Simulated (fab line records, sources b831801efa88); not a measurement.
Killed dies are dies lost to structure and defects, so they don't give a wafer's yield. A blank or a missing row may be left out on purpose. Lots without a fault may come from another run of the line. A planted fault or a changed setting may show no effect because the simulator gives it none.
Problem report in the 8D (eight disciplines) form, filled by code | flow gf180mcu | the parts of the form that need people (team, actions taken, sign-off) are left out

1. THE PROBLEM
run_length_s at GF_STI_WET_ETCH_28 reads a mean of 114.5 s on 9 wafers of 3 lots; wafers without a fault read 68.3 s with a standard deviation of 2.8. That is +16 standard deviations from the usual mean.
The step: etches SiO2 in dHF, target depth 20 nm, time 40 s.
First seen on wafer L284.1, day 3 21:28, on wet_bench-02. The record holds 21 wafers of 7 lots with a number at this step. Rule for "out", or "out of limits": more than 4 standard deviations from the usual mean. The other wafers with a number count as sound.

2. WHAT IT IS AND WHAT IT IS NOT
question                    | is                     | is not
which readings at this step | run_length_s           | -
which lots                  | L284, L285, L286       | L280, L283, L296, L299
which wafers of those lots  | all that have a number | -
read on which tools         | wet_bench-02           | wet_bench-01, wet_bench-03
when                        | from day 3 21:28       | up to then (6 sound wafers); but 6 sound wafers of L296, L299 came after

3. SUSPECTS, AND WHAT RULES EACH OUT
Counting: a tool at a process step up to the reading stays a suspect if it ran every lot that is out and no sound lot after the first of them.
- wet_bench-02 at GF_STI_WET_ETCH_28 (etches SiO2 in dHF, target depth 20 nm, time 40 s): kept. It ran every lot that is out, first L284 (day 3 21:28), and no sound lot after that; its last sound lot up to then is L283 (day 3 17:30). Its own readings are out on those wafers: run_length_s.
Left after counting: wet_bench-02 at GF_STI_WET_ETCH_28.

4. THE CAUSE (what the simulator had put in)
Process parameter drift: wet_bench-02, from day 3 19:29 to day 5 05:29, at GF_STI_WET_ETCH_28. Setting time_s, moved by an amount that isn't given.
Counting left only this tool.

5. THE CHAIN OF EFFECTS, in route order
Each row: a reading whose mean over the struck wafers that have a number lies more than 3 standard deviations from the usual. Only readings for which the record gives a usual standard deviation are gone through. hours: the time from each lot's start at the first step in this table that gives one to its start at this step, as a median over the lots. sigmas: the change in usual standard deviations.
hours | step               | reading      | usual  | on struck wafers | change | sigmas
0     | GF_STI_WET_ETCH_28 | run_length_s | 68.3 s | 114.5            | +46.2  | +16
The process steps in it:
- GF_STI_WET_ETCH_28: etches SiO2 in dHF, target depth 20 nm, time 40 s.
Later measuring or inspecting steps at which every struck wafer that the step has a row for has a number for every such reading, and none has moved that far: GF_STI_THK_MEAS_30, GF_DNWELL_TW_MEAS_09, GF_NWELL_OVL_MEAS_07, GF_NWELL_TW_MEAS_11.

6. WHAT WOULD HAVE CAUGHT IT SOONER
In this record the first reading out of limits was taken at day 3 21:28, 2 hours after the fault began at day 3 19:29.
